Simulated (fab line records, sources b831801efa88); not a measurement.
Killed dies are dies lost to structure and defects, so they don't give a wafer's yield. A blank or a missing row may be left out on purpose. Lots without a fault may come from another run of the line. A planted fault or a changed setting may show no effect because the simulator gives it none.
fab line records | flow sky130 | part 2 of 2: steps 43 to 43 of 43
record lots=6 wafers=18 last_day=50
route steps=708 shown VIA1@472 METAL2@483 VIA2@507 PAD_OPEN@708
lots that met no fault: from a run of the same line without faults
start_h: hours from the record's first day to the start of the lot's first wafer shown | wait_h: hours since the lot's step before | " the same as in the row above | L1.1+2: a row that stands for several wafers | - no value, or no start given | * or withheld: withheld | < > ~ a bound
route shown NAME@n: a module of which the file shows steps, and the number in the route of the first | usual: mean/standard deviation of fault-free wafers | same: alike in all rows | chamber/n: place in a boat | sites: the reading at each site | _std_site: their standard deviation | _edge_site: outer sites' mean less inner sites' | radius_mm: how far each site lies from the wafer's centre | mask NAME#n: copy n | behind: the tool/chamber that last shaped the wafer | hold: why the lot was held/for how many hours/how that ended | device: the transistor (n, p or np) that didn't switch | end of line: the same wafers' tests at the end of the route | a step without rows: its recipe alone | killed: dies lost to structure and defects at the first sort, not the wafer's yield | map: a wafer's dies, x killed, . not, _ none there
set.NAME: the setting as run; set.NAME@STEP: as run at that earlier step | model.NAME: the simulator's own value behind a step, which no gauge read
lots at some steps of the route; a table a step, a row a wafer
services: from which hour (start_h, from the record's first day; less than 0 if before it) a tool's chamber was out of use, for how many hours, and why
## steps
# step SKY_PAD_OPEN_PROBE_99
# usual defect_limited_yield=82.5/2 killed_at_M0_to_M3=43/7.3 killed_at_M4_up=3.5/2.2 killed_at_contacts=24/5.3 killed_at_front_end=15/4.2 killed_at_other=0.3/0.67 killed_dies=86/9.8 killed_open=47/7.2 killed_short=39/6.5 sort_bin_3_pad_short=0.9/0.42 sort_bin_5_function=10.4/1.5 sort_bin_6_memory=6.3/1.2 sort_bin_8_speed=0.00/0.038 sort_n_pass=406/9.9 sort_yield_pct=82.5/2
# same gross_dies=492 killed_at_back_side=0 sort_bin_4_leakage[%]=0
# columns lot.wafer tool chamber start_h wait_h defect_limited_yield[%] killed_at_M0_to_M3 killed_at_M4_up killed_at_contacts killed_at_front_end killed_at_other killed_dies killed_open killed_short sort_bin_3_pad_short[%] sort_bin_5_function[%] sort_bin_6_memory[%] sort_bin_8_speed[%] sort_n_pass sort_yield_pct[%] model.etest.tester.sort_n_pass model.etest.tester.sort_yield_pct model.etest.tester.sort_bin_5_pct model.etest.tester.sort_bin_3_pct
L358.1 prober-01 - 1072.60 0.1 82.9 41 5 28 10 0 84 50 34 0.4 11.6 5.1 0.20 407 82.7 407 82.72 11.59 0.4065
L358.4 prober-01 - 1072.75 0.2 85.0 29 5 28 12 0 74 43 31 0.2 9.6 5.3 0 418 85.0 418 84.96 9.553 0.2033
L358.5 prober-01 - 1072.80 0.2 81.5 39 7 25 20 0 91 46 45 0.8 8.9 8.7 0 401 81.5 401 81.5 8.943 0.813
L361.1 prober-02 - 1095.09 0.1 81.9 49 2 31 7 0 89 53 36 0.8 11.0 6.3 0 403 81.9 403 81.91 10.98 0.813
L361.2 prober-02 - 1095.14 0.1 80.3 49 7 27 14 0 97 49 48 0.8 10.8 8.1 0 395 80.3 395 80.28 10.77 0.813
L361.6 prober-02 - 1095.34 0.2 82.9 43 2 31 8 0 84 45 39 0.8 10.8 5.5 0 408 82.9 408 82.93 10.77 0.813
L373.3 prober-01 - 1160.21 0.2 81.9 49 4 23 13 0 89 42 45 1.2 10.4 6.5 0 403 81.9 403 81.91 10.37 1.22
L373.5 prober-01 - 1160.31 0.2 81.9 43 7 21 18 0 89 46 43 0.6 12.6 4.9 0 403 81.9 403 81.91 12.6 0.6098
L373.6 prober-01 - 1160.36 0.2 80.9 43 7 27 17 0 94 48 46 1.2 10.8 7.1 0 398 80.9 398 80.89 10.77 1.22
L374.1 prober-01 - 1168.40 0.1 72.0 101 1 18 18 0 138 47 30 3.0 17.9 7.1 0 354 72.0 354 71.95 17.89 3.049
L374.3 prober-01 - 1168.50 0.2 76.4 67 5 22 22 0 116 52 39 2.4 12.6 8.5 0 376 76.4 376 76.42 12.6 2.439
L374.5 prober-01 - 1168.60 0.2 73.8 85 1 31 11 1 129 50 35 1.4 17.3 7.5 0 363 73.8 363 73.78 17.28 1.423
L376.1 prober-01 - 1171.40 0.1 76.6 79 4 25 7 0 115 38 49 3.7 12.6 7.1 0 377 76.6 377 76.63 12.6 3.659
L376.3 prober-01 - 1171.50 0.2 78.5 65 2 28 10 1 106 42 31 3.3 13.0 5.3 0 386 78.5 386 78.46 13.01 3.252
L376.6 prober-01 - 1171.65 0.2 73.2 98 2 19 13 0 132 44 31 3.9 17.5 5.5 0 360 73.2 360 73.17 17.48 3.862
L381.2 prober-01 - 1207.09 0.1 80.5 54 0 26 16 0 96 49 44 1.0 11.0 7.5 0 396 80.5 396 80.49 10.98 1.016
L381.5 prober-01 - 1207.24 0.2 80.9 49 2 26 17 0 94 57 37 0.4 9.8 8.9 0 398 80.9 398 80.89 9.756 0.4065
L381.6 prober-01 - 1207.29 0.2 81.1 39 3 30 21 0 93 52 39 2.0 11.4 5.5 0 399 81.1 399 81.1 11.38 2.033
# killed by level:class
L358.1 CONTACT:geometric_particle:open=13 VIA1:geometric_particle:open=10 VIA2:geometric_particle:open=9 LI_CONTACT:geometric_particle:short=6 VIA3:geometric_particle:open=6 METAL2:geometric_particle:short=6 FIELD_ISO:geometric_particle:open=4 CONTACT:geometric_particle:short=4
L358.4 LI_CONTACT:geometric_particle:open=11 CONTACT:geometric_particle:open=10 VIA1:geometric_particle:open=7 METAL1:geometric_particle:short=5 FIELD_ISO:geometric_particle:short=4 LOCAL_INTERCONNECT:geometric_particle:short=4 METAL2:geometric_particle:short=4 VIA1:geometric_particle:short=3
L358.5 VIA1:geometric_particle:open=14 CONTACT:geometric_particle:open=12 METAL2:geometric_particle:short=6 METAL4:geometric_particle:short=6 FIELD_ISO:geometric_particle:short=5 METAL1:geometric_particle:short=5 LI_CONTACT:geometric_particle:short=4 LOCAL_INTERCONNECT:geometric_particle:short=4
L361.1 CONTACT:geometric_particle:open=14 VIA3:geometric_particle:open=11 VIA2:geometric_particle:open=10 VIA1:geometric_particle:open=8 VIA1:geometric_particle:short=7 LI_CONTACT:geometric_particle:open=5 LI_CONTACT:geometric_particle:short=4 LOCAL_INTERCONNECT:geometric_particle:short=4
L361.2 VIA1:geometric_particle:open=9 VIA3:geometric_particle:open=8 VIA2:geometric_particle:open=8 CONTACT:geometric_particle:open=7 VIA1:geometric_particle:short=7 CONTACT:geometric_particle:short=6 METAL2:geometric_particle:short=5 LI_CONTACT:geometric_particle:open=5
L361.6 VIA1:geometric_particle:open=11 VIA3:geometric_particle:open=11 CONTACT:geometric_particle:open=8 LOCAL_INTERCONNECT:geometric_particle:short=7 VIA1:geometric_particle:short=7 LI_CONTACT:geometric_particle:open=6 CONTACT:geometric_particle:short=5 METAL2:geometric_particle:short=4
L373.3 VIA1:geometric_particle:open=9 VIA1:geometric_particle:short=9 LI_CONTACT:geometric_particle:open=7 VIA3:geometric_particle:open=7 VIA2:geometric_particle:open=5 LI_CONTACT:geometric_particle:short=5 METAL2:geometric_particle:short=5 POLY_GATE:geometric_particle:open=4
L373.5 CONTACT:geometric_particle:open=13 VIA1:geometric_particle:open=12 METAL4:geometric_particle:short=7 FIELD_ISO:geometric_particle:short=6 VIA3:geometric_particle:open=6 FIELD_ISO:geometric_particle:open=5 METAL1:geometric_particle:short=5 VIA2:geometric_particle:open=5
L373.6 CONTACT:geometric_particle:open=11 VIA1:geometric_particle:open=10 LI_CONTACT:geometric_particle:open=8 METAL2:geometric_particle:short=7 FIELD_ISO:geometric_particle:short=6 VIA3:geometric_particle:short=5 VIA2:geometric_particle:open=5 METAL4:geometric_particle:short=5
L374.1 METAL2:unspecified=61 VIA1:geometric_particle:open=17 CONTACT:geometric_particle:open=6 VIA3:geometric_particle:open=5 VIA2:geometric_particle:open=5 FIELD_ISO:geometric_particle:open=4 POLY_GATE:geometric_particle:short=4 LOCAL_INTERCONNECT:geometric_particle:short=4
L374.3 METAL2:unspecified=25 VIA1:geometric_particle:open=14 FIELD_ISO:geometric_particle:open=8 CONTACT:geometric_particle:open=7 VIA3:geometric_particle:open=5 POLY_GATE:geometric_particle:short=5 POLY_GATE:geometric_particle:open=5 LOCAL_INTERCONNECT:geometric_particle:short=5
L374.5 METAL2:unspecified=44 VIA1:geometric_particle:open=13 CONTACT:geometric_particle:open=11 CONTACT:geometric_particle:short=10 METAL2:geometric_particle:short=6 METAL1:geometric_particle:short=5 VIA2:geometric_particle:open=5 FIELD_ISO:geometric_particle:open=4
L376.1 METAL2:unspecified=28 VIA1:geometric_particle:open=8 VIA2:geometric_particle:open=7 CONTACT:geometric_particle:open=6 METAL1:geometric_particle:short=6 VIA1:geometric_particle:short=6 METAL2:geometric_particle:short=6 LOCAL_INTERCONNECT:geometric_particle:short=5
L376.3 METAL2:unspecified=33 VIA1:geometric_particle:open=10 CONTACT:geometric_particle:open=9 LI_CONTACT:geometric_particle:open=8 METAL2:geometric_particle:short=6 LOCAL_INTERCONNECT:geometric_particle:short=4 CONTACT:geometric_particle:short=4 FIELD_ISO:geometric_particle:open=3
L376.6 METAL2:unspecified=57 CONTACT:geometric_particle:open=9 LI_CONTACT:geometric_particle:open=7 VIA2:geometric_particle:open=6 VIA1:geometric_particle:open=6 POLY_GATE:geometric_particle:short=5 METAL1:geometric_particle:short=5 VIA3:geometric_particle:open=5
L381.2 CONTACT:geometric_particle:open=12 VIA1:geometric_particle:short=10 VIA1:geometric_particle:open=10 METAL2:geometric_particle:short=9 VIA2:geometric_particle:open=7 LOCAL_INTERCONNECT:geometric_particle:short=5 VIA3:geometric_particle:open=5 POLY_GATE:geometric_particle:open=4
L381.5 VIA1:geometric_particle:open=14 VIA3:geometric_particle:open=11 LI_CONTACT:geometric_particle:open=7 CONTACT:geometric_particle:open=7 VIA1:geometric_particle:short=7 CONTACT:geometric_particle:short=6 VIA2:geometric_particle:open=6 METAL2:geometric_particle:short=5
L381.6 CONTACT:geometric_particle:open=12 VIA2:geometric_particle:open=10 VIA1:geometric_particle:open=9 CONTACT:geometric_particle:short=8 FIELD_ISO:geometric_particle:open=5 LOCAL_INTERCONNECT:geometric_particle:short=5 METAL1:geometric_particle:short=5 VIA3:geometric_particle:short=4
# map L374.1 (x killed, . not)
__________..x...x.x._________
________....x.....x..._______
______..........xx......_____
_____......x....x....x..x____
____x..........x..x.......___
___........x..x....x.xx...x__
__.x..x....x..x..x....x....._
_..xx...x......xxxxx.x...x...
_.x............xxxxx...x...x.
_....xx...x..xxxxxxxxxx...x.x
_......x.....xxxxxxxxx....x..
_..x.x.x.....xxxxxxxxx......x
_......x..x.xxxxxxxxx...x....
_.......x....xxxxxxxxx...x...
_.......xx....xx.xxxxx..x.x..
__x...xx........xx........x._
___.x........x..x..x...x...__
____............x......x..___
_____..x.....x.x.........____
______.........xx......._____
________....x........x_______
__________..x......._________
# map L376.6 (x killed, . not)
__________........x._________
________.....x.......x_______
______.x....x.....x....._____
_____............x.......____
____............x..x......___
___x..x....xx...........x..__
__...x.x......x...xxxx.x..x._
_.x.x..........xxxx.....x.x..
_...........x.xxxxxxx........
_....x.x....xxxxxxxxx....x...
_........x..x.xxxxxxxxx...x.x
_...xx.......xxxxxxxxx.x..x..
_..x.....x.x.xxxxxxxxx.......
_............xxxxxx.x........
_...x.x........xxxxxx..x.x..x
__.............x..x........._
___..xxx...x........x....x.__
____........x....xx..x....___
_____.xx.......x.xx....x.____
______.x................_____
________...x...x......_______
__________...xx..xx._________
## services
# columns tool chamber start_h hours kind
rie_diel-01 2 770.39 16.4 repair
rie_diel-04 0 795.33 1.7 repair
cmp-02 - 805.37 0.3 repair
pvd_sputter-01 - 810.40 0.5 repair
rie_diel-01 3 812.25 5.1 repair
pvd_sputter-03 - 827.79 2.2 repair
pvd_sputter-02 - 846.81 3.5 repair
rie_metal-03 - 850.76 2.8 pm
rie_diel-02 2 856.45 7.7 repair
rie_diel-02 1 871.51 3.8 repair
cmp-02 - 879.76 5.4 pm
pvd_sputter-03 - 884.65 4.8 repair
rie_metal-01 0 889.13 12.9 repair
cmp-02 - 893.88 2.5 repair
cmp-02 - 906.78 0.3 repair
rie_metal-01 - 909.82 2.8 pm
cmp-02 - 912.17 4.0 pm
pvd_sputter-04 - 933.35 0.9 repair
pvd_sputter-02 - 949.24 4.4 repair
cmp-02 - 950.31 4.1 repair
pvd_sputter-04 - 967.48 2.1 repair
rie_metal-01 - 968.94 0.5 repair
rie_metal-01 - 995.88 0.6 repair
cmp-02 - 996.56 0.8 repair
## key
first_sign step=SKY_PAD_OPEN_PROBE_99 reading=killed_at_M0_to_M3 direction=up sigmas=5.4 usual=43 struck=82
effect step=SKY_PAD_OPEN_PROBE_99 reading=sort_bin_3_pad_short direction=up sigmas=5 usual=0.9 struck=2.9
model_effect step=SKY_PAD_OPEN_PROBE_99 value=etest.tester.sort_n_pass without=405 struck=369.3
met_at SKY_METAL2_SPUTTER_01
struck_wafers L374.1,L374.3,L374.5,L376.1,L376.3,L376.6
onset_between 817.05 913.81
also_fits SKY_METAL2_SPUTTER_03:pvd_sputter-04,SKY_METAL2_ETCH_18:rie_metal-01
fault kind=chamber_particle_source tool=pvd_sputter-04 chamber=- onset_h=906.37 steps=SKY_METAL2_SPUTTER_01 rate_per_visit_cm2=0.99783 end_h=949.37
